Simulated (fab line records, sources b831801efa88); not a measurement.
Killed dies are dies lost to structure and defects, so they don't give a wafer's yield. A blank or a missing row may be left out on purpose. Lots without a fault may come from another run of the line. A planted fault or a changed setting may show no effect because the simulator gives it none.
A struck lot beside a sound one | flow sky130 | 17 steps out of a route of 708
Sound: wafers L133.2, L133.3, L133.5. Struck: wafers L132.1, L132.2, L132.6. The cause comes at the end.
At each step with rows: each side's tool, then ch and its chambers, then its first start. Under that, the readings that differ: sound wafers | struck wafers | difference of the means | sigmas: that difference in standard deviations of wafers without a fault.
alike: readings whose means differ by less than 2 such deviations, and words and numbers that are the same on both sides. not compared: withheld readings, readings that some wafer has no value for, bounds like >300 that may hide the same value, and numbers for which the record gives no deviation and whose values overlap.
The two part at a step that has a row with sigmas, a row that says differs or no value, or rows on one side only. Numbers that don't overlap but have no deviation are shown without sigmas and don't part them. A reading that every wafer of one side lacks parts them only if that side has two wafers or more.

SKY_LDD_P_OVL_MEAS_08:
  sound on overlay-01, day 25 06:22; struck on overlay-01, day 25 05:17
  alike: LDD_P_OVL
then, 1 step without rows for these wafers: SKY_LDD_P_IMPLANT_09.
SKY_LDD_P_STRIP_10: strips in O2/N2.
  sound on plasma_asher-03 ch 0,1, day 25 06:33; struck on plasma_asher-01 ch 0,1, day 25 05:28
  alike: drypump_motor_current_A, oes_product_au, strip_time_to_endpoint_s
  not compared: rf_hours_counter_h
SKY_LDD_P_TW_MEAS_11:
  sound on film_metro-03, day 25 06:40; struck on film_metro-03, day 25 05:34
  alike: LDD_P_TW
then, 7 steps without rows for these wafers: SKY_LDD_HVN_DEHYDRATE_00 (time 60 s); SKY_LDD_HVN_HMDS_01 (prime time 60 s); SKY_LDD_HVN_COAT_02 (resist thk 300 nm); SKY_LDD_HVN_SOFTBAKE_03 (time 60 s); SKY_LDD_HVN_EXPOSE_04 (exposes mask HVNTM, target cd 700 nm); SKY_LDD_HVN_PEB_05; SKY_LDD_HVN_DEVELOP_06 (develop time 60 s).
SKY_LDD_HVN_OVL_MEAS_07:
  sound on overlay-02, day 26 11:45; struck on overlay-02, day 26 10:24
  alike: LDD_HVN_OVL
SKY_LDD_HVN_IMPLANT_08:
  sound on implanter-04 ch 0, day 26 11:49; struck on implanter-01 ch 0, day 26 10:26
  reading            | sound                         | struck                       | difference | sigmas
  dose_ions_cm2      | 3.009e+13 3.001e+13 2.998e+13 | 1.223e+13 1.224e+13 1.22e+13 | -1.780e+13 | -99 or more
  faraday_current_uA | 167 167 167                   | 69 70 68                     | -98        | -30
  alike: beam_energy_keV
SKY_LDD_HVN_STRIP_09: strips in O2/N2.
  sound on plasma_asher-03 ch 0,1, day 26 11:56; struck on plasma_asher-04 ch 0,1, day 26 10:35
  alike: drypump_motor_current_A, oes_product_au, strip_time_to_endpoint_s
  not compared: rf_hours_counter_h
SKY_LDD_HVN_TW_MEAS_10:
  sound on film_metro-01, day 26 12:02; struck on film_metro-01, day 26 10:41
  reading    | sound          | struck         | difference | sigmas
  LDD_HVN_TW | 1438 1449 1448 | 1081 1092 1089 | -358       | -36
then, 1 step without rows for these wafers: SKY_LDD_HVP_DEHYDRATE_00 (time 60 s).
-- the record jumps here: 23 days lie between the struck wafers' starts before and after (it left off in module LDD_HVP and takes up again in module PAD_OPEN, whose first step shown is number 708 of the route) --
SKY_PAD_OPEN_PROBE_99:
  sound on prober-02, day 49 20:00; struck on prober-01, day 49 18:05
  reading                                | sound             | struck            | difference | sigmas
  model.etest.tip_n_5v.rs_ohm_sq         | 1358 1358 1358    | 2857 2883 2867    | +1511      |
  model.etest.nfet_g5v0d10v5.r_on_ohm_um | 1920 1886 1871    | 2074 2065 2058    | +173       |
  model.etest.tip_n_5v.rs_ohm_sq_range   | 28.84 28.9 35.94  | 99.29 77.63 115.1 | +66.11     |
  model.etest.nfet_g5v0d10v5.drive_ua_um | 587 586.7 605.7   | 548.6 559 552.6   | -39.7      |
  model.etest.nfet_05v0_nvt.drive_ua_um  | 562.7 562.5 574.1 | 541.6 548.8 543.2 | -21.9      |
  model.etest.res_ndiff_hv.rs_ohm_sq     | 113.2 114.2 113.3 | 116 116 116.1     | +2         |
  model.etest.ring_5v.delay_ps           | 45.12 45.34 44.19 | 46.4 46.37 46.16  | +1.4       |
  alike: killed_at_M0_to_M3, killed_at_M4_up, killed_at_contacts, killed_at_front_end, killed_at_other, killed_dies, killed_open, killed_short
  not compared: model.etest.tip_n_5v.rs_ohm_sq_rim_less_centre

WHERE THEY PART
First at SKY_LDD_HVN_IMPLANT_08; last, within this record, at SKY_LDD_HVN_TW_MEAS_10. Later steps at which nothing parts them and some readings are alike: SKY_PAD_OPEN_PROBE_99.

WHY: what the simulator had put in
Process parameter drift: implanter-01, from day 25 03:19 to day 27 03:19, at SKY_LDD_HVN_IMPLANT_08. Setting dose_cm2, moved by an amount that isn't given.
